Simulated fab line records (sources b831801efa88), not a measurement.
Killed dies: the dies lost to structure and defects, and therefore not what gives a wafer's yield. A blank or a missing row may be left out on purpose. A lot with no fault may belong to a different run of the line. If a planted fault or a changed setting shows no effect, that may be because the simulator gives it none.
Check of tool commonality	flow gf180mcu	Sample size 13 lots and 45 wafers

## WHY IT WAS OPENED
GF_NWELL_TW_MEAS_11, reading NWELL_TW: flagged on 2 of 13 lots. Fault-free wafers read 1573, with a standard deviation of 7.3.
Rule: a lot gets a flag if all its wafers with a number sit over 4 standard deviations from that mean, or if no wafer of it has a number. As for the other lots, they are considered sound.

lot	measured	on	NWELL_TW, wafer by wafer	flag
L127	day 3 16:22	film_metro-01	1565 1574 1574	
L128	day 3 19:13	film_metro-01	1583 1573 1574	
L129	day 3 23:59	film_metro-02	1567 1574 1569	
L134	day 5 04:42	film_metro-01	1582 1581 1575	
L135	day 5 07:26	film_metro-03	1578 1564 1567	
L137	day 5 22:45	film_metro-01	1570 1570 1575	
L138	day 6 03:05	film_metro-03	1582 1576 1569	
L139	day 6 07:37	film_metro-01	1593 1588 1582	
L140	day 6 12:02	film_metro-01	1576 1575 1574	
L141	day 6 19:07	film_metro-01	1578 1580 1581	
L147	day 8 01:12	film_metro-03	1576 1578 1575	
L148	day 8 06:48	film_metro-03	1941 1929 1940 1940 1930 1942	FLAGGED
L149	day 8 12:49	film_metro-01	1943 1952 1952 1941 1937 1936	FLAGGED
The numbers of the flagged lots are 1940 on average: +367 against the usual, or +50 standard deviations.

## EACH LOT AND THE TOOL IT RAN ON
Before the reading, the record contains 2 process steps out of a 602-step route. Each cell gives the tool, then ch followed by the chambers the sampled wafers passed through, then the start.
lot	flag	GF_DNWELL_COAT_02	GF_DNWELL_STRIP_08
L127		litho_track-03 ch 0, day 2 19:29	plasma_asher-01 ch 0,1, day 3 02:08
L128		litho_track-03 ch 0, day 2 23:01	plasma_asher-04 ch 0,1, day 3 05:53
L129		litho_track-04 ch 0, day 3 03:56	plasma_asher-01 ch 0,1, day 3 10:23
L134		litho_track-01 ch 0, day 4 07:13	plasma_asher-01 ch 0,1, day 4 14:08
L135		litho_track-01 ch 0, day 4 10:20	plasma_asher-04 ch 0,1, day 4 17:14
L137		litho_track-01 ch 0, day 5 00:43	plasma_asher-02 ch 0,1, day 5 08:05
L138		litho_track-01 ch 0, day 5 04:44	plasma_asher-04 ch 0,1, day 5 12:11
L139		litho_track-03 ch 0, day 5 09:04	plasma_asher-02 ch 1, day 5 16:41
L140		litho_track-04 ch 0, day 5 13:14	plasma_asher-02 ch 0,1, day 5 20:49
L141		litho_track-01 ch 0, day 5 19:53	plasma_asher-02 ch 0,1, day 6 03:47
L147		litho_track-04 ch 0, day 7 00:51	plasma_asher-01 ch 0,1, day 7 08:41
L148	FLAGGED	litho_track-01 ch 0, day 7 06:40	plasma_asher-01 ch 0,1, day 7 14:47
L149	FLAGGED	litho_track-01 ch 0, day 7 11:52	plasma_asher-01 ch 0,1, day 7 19:52
What is done by these steps:
- GF_DNWELL_COAT_02: resist thk 3000 nm.
- GF_DNWELL_STRIP_08: strips in O2/N2.
- GF_NWELL_TW_MEAS_11

## FLAGGED OVER TOTAL, TOOL BY TOOL (the gauges that took the reading come last)
step	tool	lots run	flagged	share of the flagged lots	sound lots run after its first flagged lot
GF_DNWELL_COAT_02	litho_track-01	7	2	all	0
GF_DNWELL_COAT_02	litho_track-03	3	0	none	-
GF_DNWELL_COAT_02	litho_track-04	3	0	none	-
GF_DNWELL_STRIP_08	plasma_asher-01	6	2	all	0
GF_DNWELL_STRIP_08	plasma_asher-02	4	0	none	-
GF_DNWELL_STRIP_08	plasma_asher-04	3	0	none	-
GF_NWELL_TW_MEAS_11	film_metro-01	8	1	some	0
GF_NWELL_TW_MEAS_11	film_metro-02	1	0	none	-
GF_NWELL_TW_MEAS_11	film_metro-03	4	1	some	0

## WHAT IS ALLOWED BY THE TABLE
2 rows of the table ran every flagged lot: litho_track-01 at GF_DNWELL_COAT_02, plasma_asher-01 at GF_DNWELL_STRIP_08.
- litho_track-01 at GF_DNWELL_COAT_02 ran 7 lots, 2 of them flagged. A fault beginning between L141 (day 5 19:53), its last sound lot, and L148 (day 7 06:40), its first flagged one, fits the data.
- plasma_asher-01 at GF_DNWELL_STRIP_08 ran 6 lots, 2 of them flagged. A fault beginning between L147 (day 7 08:41), its last sound lot, and L148 (day 7 14:47), its first flagged one, fits the data. Its own readings lie more than 4 standard deviations out on every wafer of the flagged lots: strip_time_to_endpoint_s.
These 2 tools cannot be told apart by counting lots, since each of them fits a fault that started at some hour. More lots, or a look at what each step does to the wafer, might.

## WHAT WAS PUT IN BY THE SIMULATOR
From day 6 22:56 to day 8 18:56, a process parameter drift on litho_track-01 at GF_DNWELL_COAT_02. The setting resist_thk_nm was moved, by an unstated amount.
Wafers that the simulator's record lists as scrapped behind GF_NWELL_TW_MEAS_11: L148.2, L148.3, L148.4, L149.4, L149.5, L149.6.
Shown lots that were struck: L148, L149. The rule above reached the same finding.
